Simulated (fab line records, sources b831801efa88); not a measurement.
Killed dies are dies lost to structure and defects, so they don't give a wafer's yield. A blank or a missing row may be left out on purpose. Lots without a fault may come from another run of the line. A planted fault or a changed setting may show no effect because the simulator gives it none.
fab line records | flow sky130 | part 2 of 2: steps 31 to 41 of 41
record lots=5 wafers=15 last_day=52
route steps=708 shown POLY_GATE@218 LDD_N@237 LDD_P@255
lots that met no fault: from a run of the same line without faults
start_h: hours from the record's first day to the start of the lot's first wafer shown | wait_h: hours since the lot's step before | " the same as in the row above | L1.1+2: a row that stands for several wafers | - no value, or no start given | * or withheld: withheld | < > ~ a bound
route shown NAME@n: a module of which the file shows steps, and the number in the route of the first | usual: mean/standard deviation of fault-free wafers | same: alike in all rows | chamber/n: place in a boat | sites: the reading at each site | _std_site: their standard deviation | _edge_site: outer sites' mean less inner sites' | radius_mm: how far each site lies from the wafer's centre | mask NAME#n: copy n | behind: the tool/chamber that last shaped the wafer | hold: why the lot was held/for how many hours/how that ended | device: the transistor (n, p or np) that didn't switch | end of line: the same wafers' tests at the end of the route | a step without rows: its recipe alone | killed: dies lost to structure and defects at the first sort, not the wafer's yield | map: a wafer's dies, x killed, . not, _ none there
set.NAME: the setting as run; set.NAME@STEP: as run at that earlier step | model.NAME: the simulator's own value behind a step, which no gauge read
lots at some steps of the route; a table a step, a row a wafer
services: from which hour (start_h, from the record's first day; less than 0 if before it) a tool's chamber was out of use, for how many hours, and why
## steps
# step SKY_LDD_N_IMPLANT_11
# recipe species=As energy_kev=20 dose_cm2=7.5e+13 tilt_deg=withheld rotation_deg=293
# usual beam_energy_keV=19.999/0.0059
# columns lot.wafer tool chamber start_h wait_h beam_energy_keV
L074.2 implanter-02 0 435.63 0.1 19.997
L074.4 " 0 " " 19.998
L074.6 " 0 " " 19.999
L076.1 implanter-02 0 448.20 0.1 19.997
L076.3 " 0 " " 20.002
L076.6 " 0 " " 19.996
L084.2 implanter-04 0 469.78 0.1 20.016
L084.4 " 0 " " 20.003
L084.6 " 0 " " 20.009
L088.1 implanter-02 0 615.40 0.1 19.996
L088.3 " 0 " " 20.000
L088.6 " 0 " " 19.993
L095.1 implanter-04 0 641.18 0.1 20.003
L095.2 " 0 " " 20.011
L095.3 " 0 " " 20.003
# step SKY_LDD_N_IMPLANT_12
# recipe species=BF2 energy_kev=50 dose_cm2=5e+12 tilt_deg=30 rotation_deg=0
# usual beam_energy_keV=50.000/0.016
# columns lot.wafer tool chamber start_h wait_h beam_energy_keV
L074.2 implanter-02 0 435.78 0.1 49.998
L074.4 " 0 " " 50.012
L074.6 " 0 " " 50.000
L076.1 implanter-02 0 448.35 0.1 50.003
L076.3 " 0 " " 50.028
L076.6 " 0 " " 50.002
L084.2 implanter-04 0 469.93 0.1 50.004
L084.4 " 0 " " 50.014
L084.6 " 0 " " 50.024
L088.1 implanter-02 0 615.55 0.1 50.035
L088.3 " 0 " " 49.989
L088.6 " 0 " " 50.004
L095.1 implanter-04 0 641.33 0.1 49.996
L095.2 " 0 " " 49.974
L095.3 " 0 " " 49.992
# step SKY_LDD_N_IMPLANT_13
# recipe species=BF2 energy_kev=50 dose_cm2=5e+12 tilt_deg=30 rotation_deg=90
# usual beam_energy_keV=50.002/0.015
# columns lot.wafer tool chamber start_h wait_h beam_energy_keV
L074.2 implanter-02 0 435.93 0.1 50.009
L074.4 " 0 " " 50.001
L074.6 " 0 " " 49.999
L076.1 implanter-02 0 448.50 0.1 50.000
L076.3 " 0 " " 49.993
L076.6 " 0 " " 50.005
L084.2 implanter-04 0 470.08 0.1 50.009
L084.4 " 0 " " 50.001
L084.6 " 0 " " 49.993
L088.1 implanter-02 0 615.70 0.1 49.989
L088.3 " 0 " " 49.989
L088.6 " 0 " " 49.986
L095.1 implanter-04 0 641.48 0.1 50.011
L095.2 " 0 " " 50.003
L095.3 " 0 " " 49.997
# step SKY_LDD_N_IMPLANT_14
# recipe species=BF2 energy_kev=50 dose_cm2=5e+12 tilt_deg=30 rotation_deg=180
# usual beam_energy_keV=50.000/0.017
# columns lot.wafer tool chamber start_h wait_h beam_energy_keV
L074.2 implanter-02 0 436.08 0.1 50.058
L074.4 " 0 " " 50.021
L074.6 " 0 " " 50.030
L076.1 implanter-02 0 448.65 0.1 50.011
L076.3 " 0 " " 49.990
L076.6 " 0 " " 50.008
L084.2 implanter-04 0 470.23 0.1 50.011
L084.4 " 0 " " 49.998
L084.6 " 0 " " 49.999
L088.1 implanter-02 0 615.85 0.1 50.000
L088.3 " 0 " " 49.990
L088.6 " 0 " " 49.990
L095.1 implanter-04 0 641.63 0.1 50.027
L095.2 " 0 " " 50.007
L095.3 " 0 " " 50.019
# step SKY_LDD_N_IMPLANT_15
# recipe species=BF2 energy_kev=50 dose_cm2=5e+12 tilt_deg=30 rotation_deg=270
# usual beam_energy_keV=50.000/0.015
# columns lot.wafer tool chamber start_h wait_h beam_energy_keV
L074.2 implanter-02 0 436.23 0.1 49.981
L074.4 " 0 " " 50.002
L074.6 " 0 " " 49.966
L076.1 implanter-02 0 448.80 0.1 50.019
L076.3 " 0 " " 50.033
L076.6 " 0 " " 50.010
L084.2 implanter-04 0 470.38 0.1 50.023
L084.4 " 0 " " 50.018
L084.6 " 0 " " 50.005
L088.1 implanter-02 0 616.00 0.1 49.997
L088.3 " 0 " " 49.974
L088.6 " 0 " " 49.994
L095.1 implanter-04 0 641.78 0.1 49.996
L095.2 " 0 " " 50.015
L095.3 " 0 " " 49.997
# step SKY_LDD_N_STRIP_16
# recipe chemistry=O2/N2 power_w=1400 pressure_mtorr=1500 platen_temp_c=withheld o2_flow_sccm=3000 n2_flow_sccm=300 overash_fraction=0.5
# usual drypump_motor_current_A=5.73/0.21 oes_product_au=0.406/0.0043 strip_time_to_endpoint_s=4.315/0.015
# columns lot.wafer tool chamber start_h wait_h drypump_motor_current_A oes_product_au rf_hours_counter_h strip_time_to_endpoint_s
L074.2 plasma_asher-03 0 436.35 0.1 5.47 0.406 59 4.306
L074.4 " 1 " " 5.13 0.404 - 4.303
L074.6 " 1 " " 5.15 0.410 - 4.326
L076.1 plasma_asher-03 0 448.95 0.1 5.44 0.404 61 4.313
L076.3 " 1 " " 5.14 0.409 - 4.306
L076.6 " 1 " " 5.13 0.403 - 4.283
L084.2 plasma_asher-01 1 470.50 0.1 5.77 0.411 4 4.322
L084.4 " 1 " " 5.73 0.405 - 4.320
L084.6 " 1 " " 5.74 0.407 - 4.299
L088.1 plasma_asher-02 1 616.15 0.1 5.81 0.404 93 4.329
L088.3 " 1 " " 5.82 0.408 - 4.330
L088.6 " 0 " " 5.81 0.399 - 4.303
L095.1 plasma_asher-02 1 641.93 0.1 5.78 0.408 96 4.321
L095.2 " 0 " " 5.83 0.405 96 4.333
L095.3 " 0 " " 5.79 0.410 - 4.312
# step SKY_LDD_N_TW_MEAS_17
# usual LDD_N_TW=2576/34
# columns lot.wafer tool chamber start_h wait_h LDD_N_TW
L074.2 film_metro-04 - 436.46 0.1 2597
L074.4 " - " " 2578
L074.6 " - " " 2579
L076.1 film_metro-04 - 449.05 0.1 2576
L076.3 " - " " 2582
L076.6 " - " " 2579
L084.2 film_metro-02 - 470.61 0.1 2616
L084.4 " - " " 2612
L084.6 " - " " 2616
L088.1 film_metro-02 - 616.25 0.1 2617
L088.3 " - " " 2626
L088.6 " - " " 2627
L095.1 film_metro-01 - 642.03 0.1 2542
L095.2 " - " " 2532
L095.3 " - " " 2526
# step SKY_LDD_P_DEHYDRATE_00
# recipe temp_c=200 time_s=60
# columns lot.wafer tool chamber start_h wait_h
L074.2+4+6 litho_track-02 0 451.67 15.2
L076.1+3+6 litho_track-02 0 465.14 16.1
L084.2+4+6 litho_track-02 0 485.22 14.6
L088.1+3+6 litho_track-01 0 630.39 14.1
L095.1+2+3 litho_track-04 0 655.12 13.1
# step SKY_LDD_P_HMDS_01
# recipe prime_time_s=60 prime_temp_c=120
# columns lot.wafer tool chamber start_h wait_h
L074.2+4+6 litho_track-02 0 451.82 0.1
L076.1+3+6 litho_track-02 0 465.29 0.1
L084.2+4+6 litho_track-02 0 485.37 0.1
L088.1+3+6 litho_track-01 0 630.54 0.1
L095.1+2+3 litho_track-04 0 655.27 0.1
# step SKY_LDD_P_COAT_02
# recipe resist=NOVOLAK spin_rpm=3000 resist_thk_nm=1140
# columns lot.wafer tool chamber start_h wait_h
L074.2+4+6 litho_track-02 0 451.97 0.1
L076.1+3+6 litho_track-02 0 465.44 0.1
L084.2+4+6 litho_track-02 0 485.52 0.1
L088.1+3+6 litho_track-01 0 630.69 0.1
L095.1+2+3 litho_track-04 0 655.42 0.1
# step SKY_LDD_P_SOFTBAKE_03
# recipe temp_c=90 time_s=60 resist=NOVOLAK
# columns lot.wafer tool chamber start_h wait_h
L074.2+4+6 litho_track-02 0 452.12 0.1
L076.1+3+6 litho_track-02 0 465.59 0.1
L084.2+4+6 litho_track-02 0 485.67 0.1
L088.1+3+6 litho_track-01 0 630.84 0.1
L095.1+2+3 litho_track-04 0 655.57 0.1
## services
# columns tool chamber start_h hours kind
krf_scanner-01 - 375.69 1.3 pm
krf_scanner-01 - 381.72 4.0 pm
rie_si-02 - 385.75 15.2 repair
implanter-04 - 401.83 4.6 pm
krf_scanner-01 - 430.40 0.8 repair
rie_si-02 1 435.78 11.7 repair
rie_diel-01 - 437.59 1.0 repair
rie_si-02 0 438.75 7.0 repair
krf_scanner-01 - 452.13 4.4 pm
krf_scanner-01 - 456.51 1.0 pm
krf_scanner-01 - 457.51 0.8 pm
plasma_asher-02 - 461.82 1.2 repair
implanter-02 - 469.06 11.6 pm
krf_scanner-01 - 478.16 2.4 repair
implanter-02 - 484.91 4.0 repair
implanter-02 - 494.24 3.3 pm
rie_si-02 - 507.80 2.8 pm
implanter-02 - 516.79 7.7 pm
plasma_asher-02 - 528.37 0.6 repair
implanter-04 - 532.37 3.0 repair
implanter-02 - 548.49 1.2 repair
rie_diel-01 2 562.10 4.1 repair
implanter-04 - 583.80 1.6 repair
implanter-04 - 604.22 5.7 pm
